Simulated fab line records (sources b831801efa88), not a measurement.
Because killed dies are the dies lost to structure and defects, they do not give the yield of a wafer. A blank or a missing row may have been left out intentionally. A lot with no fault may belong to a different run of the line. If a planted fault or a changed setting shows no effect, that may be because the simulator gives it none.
fab line records	flow gf180mcu
[record] lots = 12	wafers = 36	last_day = 34
route steps=602 shown VT_IMPLANT@110 HV_LDD@185 CONTACT@292 M1@315
lots that met no fault: from a run of the same line without faults
start_h: the number of hours between the record's first day and the start of the first shown wafer of the lot	wait_h: time in hours since the lot's previous step	" as in the row above	L1.1+2: one row covering several wafers at once	- value missing, or start not given	* or withheld: withheld	< > ~ a bound
route shown NAME@n: a module of which the file shows steps, and the number in the route of the first	usual: mean/standard deviation taken from wafers without a fault	same: alike in all rows	chamber/n: place in a boat	sites: per-site readings	_std_site: how widely they spread, as a standard deviation	_edge_site: the outer-site mean with the inner-site mean subtracted	radius_mm: how far each site lies from the wafer's centre	mask NAME#n: copy n	behind: the tool/chamber that last shaped the wafer	hold: why the lot was held/for how many hours/how that ended	device: transistor that didn't switch, given as n, p or np	end of line: at the end of the route, the tests of the same wafers	step lacking rows: just its recipe	killed: count of dies lost to structure and defects at first sort (not the wafer's yield)	map: the dies of a wafer, with x for killed, . for not killed, _ for no die there
set.NAME: the setting as run; set.NAME@STEP: as run at that earlier step	model.NAME: the simulator's own value behind a step, which no gauge read
one table for each step of the route and one row for each wafer, over a sample of lots
services: from which hour (start_h, from the record's first day; less than 0 if before it) a tool's chamber was out of use, for how many hours, and why
[[steps]]
[step GF_VT_IMPLANT_STRIP_20]
[recipe] chemistry = O2/N2	power_w = 1400	pressure_mtorr = 1500	platen_temp_c = 250	o2_flow_sccm = 3000	n2_flow_sccm = 300	overash_fraction = 0.5
[usual] chamber_pressure_mTorr = 1500.0/1.4	drypump_motor_current_A = 5.7/0.32	heater_power_w = 346/35	o2_flow_sccm = 3000/9.5	oes_product_au = 0.715/0.0042	strip_time_to_endpoint_s = 12.61/0.035
lot.wafer	tool	chamber	start_h	wait_h	chamber_pressure_mTorr	drypump_motor_current_A	heater_power_w	o2_flow_sccm	oes_product_au	rf_hours_counter_h	strip_time_to_endpoint_s
L700.3	plasma_asher-03	0	127.17	0.1	1500.4	5.5	364	3000	0.713	-	12.60
L700.5	"	0	"	"	1497.5	5.5	351	2992	0.710	-	12.63
L700.6	"	1	"	"	1499.8	6.3	356	3002	0.721	-	12.67
L701.1	plasma_asher-04	0	132.99	0.1	1499.8	5.5	360	3016	0.714	48	12.70
L701.5	"	0	"	"	1501.1	5.5	358	3013	0.709	-	12.67
L701.6	"	1	"	"	1501.0	5.9	363	3002	0.716	-	12.67
L702.1	plasma_asher-03	0	137.78	0.1	1499.7	5.5	367	3005	0.709	33	12.55
L702.4	"	1	"	"	1500.6	6.3	355	2998	0.722	-	12.54
L702.6	"	0	"	"	1500.2	5.5	365	2996	0.719	-	12.56
L703.2	plasma_asher-02	0	147.64	0.1	1501.4	5.6	356	3008	0.708	48	12.57
L703.5	"	0	"	"	1501.2	5.6	355	2995	0.717	-	12.61
L703.6	"	1	"	"	1501.4	5.5	268	3014	0.719	-	12.52
L704.1	plasma_asher-03	0	154.19	0.1	1498.9	5.5	364	2992	0.721	35	12.61
L704.2	"	1	"	"	1499.9	6.3	354	3014	0.713	35	12.65
L704.3	"	0	"	"	1499.7	5.5	369	2989	0.712	-	12.60
L705.1	plasma_asher-04	0	156.83	0.1	1500.4	5.5	357	2991	0.721	50	12.59
L705.4	"	1	"	"	1502.6	5.9	370	2986	0.719	-	12.57
L705.6	"	0	"	"	1500.1	5.5	363	2993	0.718	-	12.57
L707.1	plasma_asher-03	0	168.23	0.1	1501.1	5.5	361	3010	0.718	37	12.67
L707.5	"	1	"	"	1498.2	6.3	359	2999	0.708	-	12.62
L707.6	"	0	"	"	1497.9	5.5	355	3005	0.714	-	12.65
L709.3	plasma_asher-03	1	180.92	0.1	1498.9	6.3	353	3006	0.719	-	12.61
L709.5	"	0	"	"	1500.8	5.5	361	3002	0.714	-	12.63
L709.6	"	1	"	"	1501.5	6.3	355	2987	0.717	-	12.64
L711.1	plasma_asher-04	0	199.49	0.1	1498.7	5.5	361	2990	0.713	54	12.62
L711.3	"	1	"	"	1498.2	6.0	375	2993	0.711	-	12.64
L711.4	"	0	"	"	1501.9	5.5	360	2996	0.718	-	12.60
L719.3	plasma_asher-02	0	254.66	0.2	1497.0	5.6	350	2994	0.717	-	12.66
L719.5	"	0	"	"	1499.2	5.6	360	2985	0.716	-	12.62
L719.6	"	1	"	"	1498.8	5.5	262	3010	0.718	-	12.63
L721.2	plasma_asher-03	1	258.03	0.1	1501.1	6.3	359	2994	0.715	46	12.60
L721.3	"	0	"	"	1501.7	5.5	358	2991	0.719	-	12.58
L721.4	"	1	"	"	1498.8	6.4	360	2995	0.721	-	12.60
L722.3	plasma_asher-04	1	269.66	0.1	1499.9	5.9	366	2997	0.721	-	12.63
L722.5	"	0	"	"	1499.2	5.5	357	2987	0.709	-	12.60
L722.6	"	1	"	"	1501.0	5.9	367	3001	0.714	-	12.62
[step GF_HV_LDD_IMPLANT_09]
[recipe] species = As	energy_kev = 40	dose_cm2 = 1e+14	tilt_deg = 7
[usual] beam_energy_keV = 40.001/0.014
[same] implant_ion_amu = 75
lot.wafer	tool	chamber	start_h	wait_h	beam_energy_keV
L700.3	implanter-03	0	216.76	0.1	39.998
L700.5	"	0	"	"	39.986
L700.6	"	0	"	"	39.982
L701.1	implanter-03	0	224.01	0.0	39.989
L701.5	"	0	"	"	39.999
L701.6	"	0	"	"	40.010
L702.1	implanter-03	0	230.11	0.0	40.025
L702.4	"	0	"	"	40.014
L702.6	"	0	"	"	40.008
L703.2	implanter-03	0	240.38	0.0	40.009
L703.5	"	0	"	"	40.015
L703.6	"	0	"	"	40.004
L704.1	implanter-02	0	247.49	0.0	40.014
L704.2	"	0	"	"	40.014
L704.3	"	0	"	"	40.004
L705.1	implanter-03	0	253.64	0.0	40.010
L705.4	"	0	"	"	39.982
L705.6	"	0	"	"	40.009
L707.1	implanter-03	0	265.36	0.0	39.990
L707.5	"	0	"	"	40.002
L707.6	"	0	"	"	39.988
L709.3	implanter-02	0	280.86	0.1	40.022
L709.5	"	0	"	"	39.984
L709.6	"	0	"	"	39.990
L711.1	implanter-02	0	301.79	0.0	40.000
L711.3	"	0	"	"	40.000
L711.4	"	0	"	"	40.022
L719.3	implanter-01	0	366.59	0.1	40.007
L719.5	"	0	"	"	39.986
L719.6	"	0	"	"	39.988
L721.2	implanter-02	0	371.98	0.0	33.843
L721.3	"	0	"	"	33.841
L721.4	"	0	"	"	33.815
L722.3	implanter-02	0	387.69	0.1	33.876
L722.5	"	0	"	"	33.864
L722.6	"	0	"	"	33.859
[step GF_HV_LDD_TW_MEAS_11]
[usual] HV_LDD_TW = 2420/21
lot.wafer	tool	chamber	start_h	wait_h	HV_LDD_TW
L700.3	film_metro-03	-	216.98	0.1	2419
L700.5	"	-	"	"	2418
L700.6	"	-	"	"	2418
L701.1	film_metro-03	-	224.26	0.1	2436
L701.5	"	-	"	"	2425
L701.6	"	-	"	"	2447
L702.1	film_metro-02	-	230.36	0.1	2365
L702.4	"	-	"	"	2386
L702.6	"	-	"	"	2392
L703.2	film_metro-03	-	240.62	0.1	2443
L703.5	"	-	"	"	2425
L703.6	"	-	"	"	2428
L704.1	film_metro-03	-	247.74	0.1	2444
L704.2	"	-	"	"	2431
L704.3	"	-	"	"	2442
L705.1	film_metro-01	-	253.89	0.1	2447
L705.4	"	-	"	"	2447
L705.6	"	-	"	"	2435
L707.1	film_metro-02	-	265.61	0.1	2389
L707.5	"	-	"	"	2392
L707.6	"	-	"	"	2384
L709.3	film_metro-03	-	281.08	0.1	2438
L709.5	"	-	"	"	2443
L709.6	"	-	"	"	2442
L711.1	film_metro-01	-	302.04	0.1	2422
L711.3	"	-	"	"	2427
L711.4	"	-	"	"	2431
L719.3	film_metro-03	-	366.81	0.1	2433
L719.5	"	-	"	"	2438
L719.6	"	-	"	"	2438
L721.2	film_metro-01	-	372.21	0.1	2293
L721.3	"	-	"	"	2308
L721.4	"	-	"	"	2306
L722.3	film_metro-01	-	387.91	0.1	2325
L722.5	"	-	"	"	2326
L722.6	"	-	"	"	2333
[step GF_HV_LDD_RS_MEAS_53]
[recipe] thk_meas_gauge = four-point-probe
[usual] HV_LDD_RS = 419.4/0.9
lot.wafer	tool	chamber	start_h	wait_h	HV_LDD_RS[ohm/sq]
L700.3	film_metro-02	-	274.23	0.1	419.8
L700.5	"	-	"	"	419.9
L700.6	"	-	"	"	420.8
L701.1	film_metro-01	-	281.73	0.1	420.0
L701.5	"	-	"	"	418.6
L701.6	"	-	"	"	418.9
L702.1	film_metro-03	-	288.32	0.1	420.8
L702.4	"	-	"	"	419.6
L702.6	"	-	"	"	419.1
L703.2	film_metro-02	-	299.69	0.1	420.6
L703.5	"	-	"	"	420.0
L703.6	"	-	"	"	420.1
L704.1	film_metro-02	-	307.76	0.1	419.7
L704.2	"	-	"	"	419.8
L704.3	"	-	"	"	419.9
L705.1	film_metro-02	-	314.12	0.1	420.5
L705.4	"	-	"	"	421.0
L705.6	"	-	"	"	419.8
L707.1	film_metro-02	-	328.00	0.1	420.1
L707.5	"	-	"	"	418.8
L707.6	"	-	"	"	419.8
L709.3	film_metro-03	-	344.61	0.1	417.6
L709.5	"	-	"	"	418.0
L709.6	"	-	"	"	417.2
L711.1	film_metro-03	-	366.67	0.1	419.3
L711.3	"	-	"	"	419.9
L711.4	"	-	"	"	420.8
L719.3	film_metro-02	-	439.44	0.1	419.4
L719.5	"	-	"	"	418.8
L719.6	"	-	"	"	420.5
L721.2	film_metro-01	-	443.73	0.1	422.8
L721.3	"	-	"	"	423.8
L721.4	"	-	"	"	423.0
L722.3	film_metro-02	-	460.27	0.1	422.6
L722.5	"	-	"	"	422.9
L722.6	"	-	"	"	423.1
[step GF_CONTACT_BOW_MEAS_05]
[recipe] mode = bow
[usual] CONTACT_BOW = 66/6.9
lot.wafer	tool	chamber	start_h	wait_h	CONTACT_BOW[um]
L700.3	film_metro-01	-	340.74	0.2	78
L700.5	"	-	"	"	55
L700.6	"	-	"	"	72
L701.1	film_metro-03	-	348.22	0.1	53
L701.5	"	-	"	"	65
L701.6	"	-	"	"	79
L702.1	film_metro-02	-	356.65	0.2	67
L702.4	"	-	"	"	67
L702.6	"	-	"	"	65
L703.2	film_metro-01	-	368.42	0.1	55
L703.5	"	-	"	"	63
L703.6	"	-	"	"	67
L704.1	film_metro-03	-	376.96	0.1	75
L704.2	"	-	"	"	65
L704.3	"	-	"	"	59
L705.1	film_metro-02	-	384.20	0.1	64
L705.4	"	-	"	"	61
L705.6	"	-	"	"	50
L707.1	film_metro-03	-	400.15	0.2	54
L707.5	"	-	"	"	62
L707.6	"	-	"	"	60
L709.3	film_metro-01	-	418.92	0.2	55
L709.5	"	-	"	"	69
L709.6	"	-	"	"	64
L711.1	film_metro-03	-	443.23	0.1	91
L711.3	"	-	"	"	77
L711.4	"	-	"	"	71
L719.3	film_metro-03	-	518.42	0.3	78
L719.5	"	-	"	"	68
L719.6	"	-	"	"	75
L721.2	film_metro-01	-	521.26	0.1	74
L721.3	"	-	"	"	64
L721.4	"	-	"	"	67
L722.3	film_metro-02	-	536.08	0.2	75
L722.5	"	-	"	"	62
L722.6	"	-	"	"	69
[step GF_M1_SPUTTER_00]
[recipe] material = Ti	target_thk_nm = 37.5	arriving_ion_energy_ev = 80	substrate_temp_c = 200	chamber_pressure_pa = 2	power_w = 4000	time_s = 147.1
[usual] throttle_valve_pct = 30.5/1.1
lot.wafer	tool	chamber	start_h	wait_h	throttle_valve_pct
L700.3	pvd_sputter-03	-	364.44	0.1	30.5
L700.5	"	-	"	"	32.0
L700.6	"	-	"	"	32.2
L701.1	pvd_sputter-01	-	371.50	0.1	29.2
L701.5	"	-	"	"	28.8
L701.6	"	-	"	"	30.6
L702.1	pvd_sputter-01	-	380.01	0.1	31.0
L702.4	"	-	"	"	30.4
L702.6	"	-	"	"	28.8
L703.2	pvd_sputter-04	-	392.48	0.1	31.6
L703.5	"	-	"	"	30.3
L703.6	"	-	"	"	28.8
L704.1	pvd_sputter-04	-	401.66	0.2	31.5
L704.2	"	-	"	"	28.2
L704.3	"	-	"	"	30.2
L705.1	pvd_sputter-04	-	409.30	0.1	30.1
L705.4	"	-	"	"	30.3
L705.6	"	-	"	"	30.0
L707.1	pvd_sputter-04	-	425.18	0.1	29.9
L707.5	"	-	"	"	29.8
L707.6	"	-	"	"	30.4
L709.3	pvd_sputter-04	-	444.39	0.1	31.7
L709.5	"	-	"	"	30.1
L709.6	"	-	"	"	28.9
L711.1	pvd_sputter-01	-	468.60	0.1	29.4
L711.3	"	-	"	"	30.5
L711.4	"	-	"	"	29.0
L719.3	pvd_sputter-01	-	543.15	0.1	30.0
L719.5	"	-	"	"	30.2
L719.6	"	-	"	"	28.7
L721.2	pvd_sputter-04	-	544.84	0.1	31.9
L721.3	"	-	"	"	30.4
L721.4	"	-	"	"	29.8
L722.3	pvd_sputter-03	-	560.56	0.2	31.9
L722.5	"	-	"	"	32.3
L722.6	"	-	"	"	31.8
[[services]]
tool	chamber	start_h	hours	kind
implanter-02	-	150.90	3.8	pm
implanter-03	-	162.29	0.7	repair
pvd_sputter-01	-	212.03	3.3	repair
pvd_sputter-01	-	215.63	2.2	repair
implanter-03	-	241.17	6.7	repair
pvd_sputter-01	-	252.31	10.1	repair
implanter-03	-	274.88	2.3	repair
plasma_asher-03	-	281.21	1.2	repair
plasma_asher-04	-	296.57	4.1	repair
implanter-03	-	300.45	1.8	repair
implanter-02	-	307.29	0.6	repair
implanter-03	-	314.56	14.8	repair
plasma_asher-03	-	316.08	0.3	repair
implanter-02	-	324.09	18.7	repair
implanter-02	-	339.65	2.0	repair
plasma_asher-03	-	377.37	2.8	pm
pvd_sputter-04	-	384.16	8.0	repair
plasma_asher-03	-	391.00	3.7	repair
implanter-03	-	409.56	2.8	pm
implanter-02	-	409.67	4.7	repair
pvd_sputter-04	-	437.32	4.4	repair
implanter-02	-	454.65	1.8	repair
implanter-02	-	462.83	3.2	repair
implanter-02	-	491.73	0.7	repair
[[key]]
[first_sign] step = GF_HV_LDD_IMPLANT_09	reading = beam_energy_keV	direction = down	sigmas = 99+	usual = 40.001	struck = 33.850
[effect] step = GF_HV_LDD_TW_MEAS_11	reading = HV_LDD_TW	direction = down	sigmas = 5	usual = 2420	struck = 2315
[effect] step = GF_HV_LDD_RS_MEAS_53	reading = HV_LDD_RS	direction = up	sigmas = 4	usual = 419.4	struck = 423.0
met_at GF_HV_LDD_IMPLANT_09
struck_lots L721,L722
tester_left_out L721,L722
not_acting_at GF_VT_IMPLANT_STRIP_20,GF_CONTACT_BOW_MEAS_05,GF_M1_SPUTTER_00
onset_between 301.79 371.98
[fault] kind = process_parameter_drift	tool = implanter-02	chamber = -	onset_h = 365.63	steps = GF_HV_LDD_IMPLANT_09	channel = energy_kev	offset = -6.1452	shape = step	end_h = 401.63	acts_in = these_recipes_only	stated = 40
// tester_left_out: of these lots the tester's yield and bins aren't shown, on N5 and GAA mostly nor the transistor test; their killed dies are dies lost to structure and defects alone, not to doping, threshold or leakage, so they don't give the yield
